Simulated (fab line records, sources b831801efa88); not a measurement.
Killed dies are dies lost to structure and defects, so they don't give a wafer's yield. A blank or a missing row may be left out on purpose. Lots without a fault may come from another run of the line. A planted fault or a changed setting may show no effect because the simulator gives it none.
Which tool did it? | flow sky130 | 12 lots, 36 wafers sampled, at 2 steps of a route of 708

WHAT THE GAUGES READ, wafer by wafer
SKY_VIA3_OVL_MEAS_13. Usual: VIA3_OVL 3 nm, standard deviation 6.
lot  | measured     | on         | VIA3_OVL (nm) | flag
L209 | day 39 23:42 | overlay-01 | 4 11 4        |
L212 | day 40 16:44 | overlay-01 | 7 0 0         |
L213 | day 41 03:26 | overlay-01 | 4 -2 6        |
L216 | day 42 05:20 | overlay-01 | 4 11 1        |
L214 | day 42 06:38 | overlay-02 | 2 -1 6        |
L218 | day 42 13:43 | overlay-01 | 2 -8 4        |
L219 | day 42 17:26 | overlay-02 | 5 1 8         |
L221 | day 43 06:02 | overlay-02 | -2 6 9        |
L222 | day 43 10:15 | overlay-02 | -1 10 0       |
L223 | day 43 18:20 | overlay-01 | 3 5 10        |
L224 | day 44 08:24 | overlay-01 | -1 9 1        |
L231 | day 47 00:26 | overlay-02 | 5 0 10        |

SKY_VIA3_THK_MEAS_23: measures by xrf. Usual: VIA3_W_THK 385 nm, standard deviation 5.8.
lot  | measured     | on            | VIA3_W_THK (nm) | flag
L209 | day 40 00:46 | film_metro-02 | 381 381 381     |
L212 | day 40 17:46 | film_metro-03 | 390 392 396     |
L213 | day 41 04:40 | film_metro-03 | 383 379 383     |
L216 | day 42 06:23 | film_metro-03 | 376 387 388     |
L214 | day 42 07:41 | film_metro-02 | 382 373 378     |
L218 | day 42 14:53 | film_metro-03 | 388 392 382     |
L219 | day 42 18:30 | film_metro-03 | 384 376 379     |
L221 | day 43 07:04 | film_metro-03 | 379 390 388     |
L222 | day 43 11:24 | film_metro-04 | 384 380 386     |
L223 | day 43 19:23 | film_metro-03 | 386 383 387     |
L224 | day 44 09:26 | film_metro-02 | 375 380 380     |
L231 | day 47 01:28 | film_metro-04 | 389 393 386     |

WHICH TOOL RAN EACH LOT (tool, then ch and the chambers of the sampled wafers, then the start)
The record holds no process step before these readings.

WHAT THE TOOLS THEMSELVES READ (means of the sampled wafers that have a number; where no wafer has one, the mark that the record gives instead)
The record holds no such reading with a usual standard deviation.

THE ANSWER, worked out from the rows above alone
Rule: a lot is off if the mean of its wafers that have a number lies more than 3 standard deviations from the usual mean. A lot without any number at a reading at which 4 lots or more have one is off too. The other lots that the step has rows for count as sound. The gauges are gone through in route order, then the tools' own readings, and for those a lot's mean is taken as printed above. The first step at which some lot is off is used, and at that step the reading that is off furthest; a lot without a number counts as furthest.
No lot is off at any reading shown: from this, nothing can be told.

WHAT THE SIMULATOR HAD PUT IN
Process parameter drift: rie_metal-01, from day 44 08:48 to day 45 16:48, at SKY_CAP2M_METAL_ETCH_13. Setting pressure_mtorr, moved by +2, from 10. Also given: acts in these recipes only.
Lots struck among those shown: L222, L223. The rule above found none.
